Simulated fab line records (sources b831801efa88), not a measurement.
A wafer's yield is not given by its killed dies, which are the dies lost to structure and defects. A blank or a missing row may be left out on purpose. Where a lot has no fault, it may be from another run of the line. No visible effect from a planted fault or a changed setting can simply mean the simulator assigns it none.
Which of the tools did it? -- flow sky130 -- 11 lots with 33 wafers sampled at 5 steps, on a route of 708 steps

WHAT THE GAUGES READ, wafer by wafer
SKY_CAP2M_RS_MEAS_03: measurement is done with a four-point probe.
lot,measured,on,CAP2M_TIN_RS (ohm/sq)
L730,day 39 20:10,film_metro-03,6.88 6.95 6.90
L731,day 39 22:54,film_metro-02,6.94 6.86 6.77
L735,day 42 00:28,film_metro-04,6.95 6.93 6.93
L737,day 42 01:42,film_metro-02,6.88 6.83 6.86
L738,day 42 09:29,film_metro-02,6.76 6.74 6.83
L742,day 44 01:46,film_metro-02,6.78 6.73 6.79
L744,day 44 04:24,film_metro-02,6.97 6.90 6.84
L746,day 44 21:50,film_metro-02,7.00 6.89 6.87
L747,day 44 23:31,film_metro-02,6.92 6.85 7.01
L749,day 45 04:04,film_metro-02,6.94 6.83 6.87
L752,day 45 21:49,film_metro-03,6.93 6.84 6.86

SKY_VIA4_THK_MEAS_01.
lot,measured,on,VIA4_HDPCVD_THK (nm)
L730,day 41 21:44,film_metro-04,1699 1714 1718
L731,day 42 01:23,film_metro-02,1775 1760 1762
L735,day 44 00:57,film_metro-04,1790 1763 1771
L737,day 44 01:07,film_metro-04,1758 1745 1741
L738,day 44 07:46,film_metro-04,1776 1734 1745
L742,day 45 22:56,film_metro-04,1735 1736 1755
L744,day 46 00:53,film_metro-02,1720 1757 1725
L746,day 46 18:10,film_metro-04,1743 2589 2592
L747,day 46 19:54,film_metro-02,1765 2635 1762
L749,day 47 00:19,film_metro-04,1728 2600 1726
L752,day 47 16:08,film_metro-02,1755 1729 1733

EACH LOT AND THE TOOL THAT RAN IT (in order: tool; ch and the chambers of the sampled wafers; start)
lot,SKY_METAL4_ETCH_16,SKY_METAL4_METAL_ETCH_18,SKY_VIA4_HDPCVD_00
L730,"rie_metal-03 ch 0,1, day 41 20:40","rie_metal-04 ch 0,1, day 41 20:47","hdpcvd-01 ch 0,1,2, day 41 21:33"
L731,"rie_metal-03 ch 0, day 42 00:19","rie_metal-02 ch 0,1, day 42 00:26","hdpcvd-02 ch 0,1,2, day 42 01:12"
L735,"rie_metal-04 ch 0,1, day 43 23:35","rie_metal-02 ch 0,1, day 43 23:43","hdpcvd-02 ch 0,1, day 44 00:32"
L737,"rie_metal-03 ch 0,1, day 44 00:02","rie_metal-04 ch 0,1, day 44 00:11","hdpcvd-01 ch 0,1, day 44 00:55"
L738,"rie_metal-03 ch 0,1, day 44 06:41","rie_metal-02 ch 0,1, day 44 06:49","hdpcvd-02 ch 0,1,2, day 44 07:35"
L742,"rie_metal-02 ch 0,1, day 45 21:49","rie_metal-04 ch 0,1, day 45 21:56","hdpcvd-01 ch 1,2, day 45 22:44"
L744,"rie_metal-02 ch 0,1, day 45 23:47","rie_metal-03 ch 0,1, day 45 23:54","hdpcvd-01 ch 0,1,2, day 46 00:41"
L746,"rie_metal-04 ch 0,1, day 46 16:55","rie_metal-03 ch 0, day 46 17:05","hdpcvd-01 ch 0,1, day 46 17:59"
L747,"rie_metal-03 ch 0, day 46 18:35","rie_metal-02 ch 0,1, day 46 18:48","hdpcvd-01 ch 0,1,2, day 46 19:43"
L749,"rie_metal-04 ch 0,1, day 46 23:13","rie_metal-02 ch 0,1, day 46 23:22","hdpcvd-01 ch 0,1,2, day 47 00:07"
L752,"rie_metal-04 ch 0,1, day 47 15:04","rie_metal-03 ch 0,1, day 47 15:13","hdpcvd-02 ch 1,2, day 47 15:56"
- SKY_METAL4_ETCH_16: etches BARC in N2/H2, stops on SiO2, time 88.2 s, target depth 60 nm.
- SKY_METAL4_METAL_ETCH_18: etches the open film in Cl2/BCl3, stops on SiO2, target depth 845 nm, time 183.1 s.
- SKY_VIA4_HDPCVD_00: deposits SiO2, target thk 1750 nm, time 291.7 s.

AS READ BY THE TOOLS THEMSELVES (means over the sampled wafers that have a number; for cases with no such wafer, the mark the record gives instead)
SKY_METAL4_ETCH_16.
lot,tool,drypump_motor_current_A (A),oes_product_au (a.u.),throttle_valve_pct (%)
L730,rie_metal-03,6.0,0.628,13.195
L731,rie_metal-03,5.9,0.629,13.208
L735,rie_metal-04,5.5,0.627,13.207
L737,rie_metal-03,5.9,0.625,13.210
L738,rie_metal-03,5.9,0.625,13.189
L742,rie_metal-02,6.0,0.620,13.200
L744,rie_metal-02,6.2,0.623,13.201
L746,rie_metal-04,6.0,0.624,13.212
L747,rie_metal-03,5.9,0.625,13.204
L749,rie_metal-04,5.5,0.620,13.204
L752,rie_metal-04,6.0,0.621,13.203

SKY_METAL4_METAL_ETCH_18.
lot,tool,drypump_motor_current_A (A),oes_product_au (a.u.),throttle_valve_pct (%)
L730,rie_metal-04,5.5,0.872,21.760
L731,rie_metal-02,6.1,0.866,21.757
L735,rie_metal-02,6.1,0.874,21.751
L737,rie_metal-04,6.0,0.869,21.758
L738,rie_metal-02,6.0,0.876,21.756
L742,rie_metal-04,5.5,0.873,21.749
L744,rie_metal-03,5.9,0.873,21.758
L746,rie_metal-03,5.8,0.861,21.753
L747,rie_metal-02,6.0,0.862,21.758
L749,rie_metal-02,6.2,0.872,21.751
L752,rie_metal-03,6.0,0.873,21.753

SKY_VIA4_HDPCVD_00.
lot,tool,pressure_mtorr (mTorr),run_length_s (s)
L730,hdpcvd-01,6.003,319.2
L731,hdpcvd-02,5.997,319.2
L735,hdpcvd-02,5.994,319.2
L737,hdpcvd-01,5.998,319.8
L738,hdpcvd-02,6.005,319.3
L742,hdpcvd-01,6.004,319.1
L744,hdpcvd-01,5.986,319.3
L746,hdpcvd-01,5.991,414.5
L747,hdpcvd-01,6.001,366.8
L749,hdpcvd-01,6.002,366.7
L752,hdpcvd-02,6.016,319.5

THE ANSWER, worked out from the rows above alone
Rule: usual is defined by the lots themselves. The widest of any qualifying gaps counts: lots, ordered by their means at a reading, are off when they make up no more than a third of the lots, leave a main group of 4 or more, and stand apart from it by 3 or more times the standard deviation of that group's means. A main group whose means are all the same, to the digits that the tables above print for the reading, isn't used. A lot without any number at a reading at which 4 lots or more have one is off too. The other lots that the step has rows for count as sound. After the gauges, taken in route order, come the tools' own readings; for these a lot's mean is taken, as printed above. The first step at which some lot is off is used, and at that step the reading that is off furthest; a lot without a number counts as furthest.
Off: L746, L747, L749, seen at SKY_VIA4_THK_MEAS_01 (VIA4_HDPCVD_THK). Mean 1746 nm and standard deviation 18 in the main group.
If a tool, at a process step before that reading, ran all the lots that are off and no sound lot after the first of them, it fits. Not tried: the gauges at SKY_VIA4_THK_MEAS_01; whatever is off there is also off at SKY_VIA4_HDPCVD_00, on other tools, and gauge error can't account for it. One candidate fits, namely hdpcvd-01 at SKY_VIA4_HDPCVD_00. Its last sound lot is L744 (day 46 00:41), its first lot that is off L746 (day 46 17:59): a fault that began between those two fits.
On the lots that are off, the tool's own readings at SKY_VIA4_HDPCVD_00 differ by more than 5 times the standard deviation of the sound lots' means, which bears it out; run_length_s reads 382.7 s there versus 319.3 s on the sound lots.

WHAT WAS PUT IN BY THE SIMULATOR
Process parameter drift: hdpcvd-01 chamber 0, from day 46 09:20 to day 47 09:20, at SKY_VIA4_HDPCVD_00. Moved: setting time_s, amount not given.
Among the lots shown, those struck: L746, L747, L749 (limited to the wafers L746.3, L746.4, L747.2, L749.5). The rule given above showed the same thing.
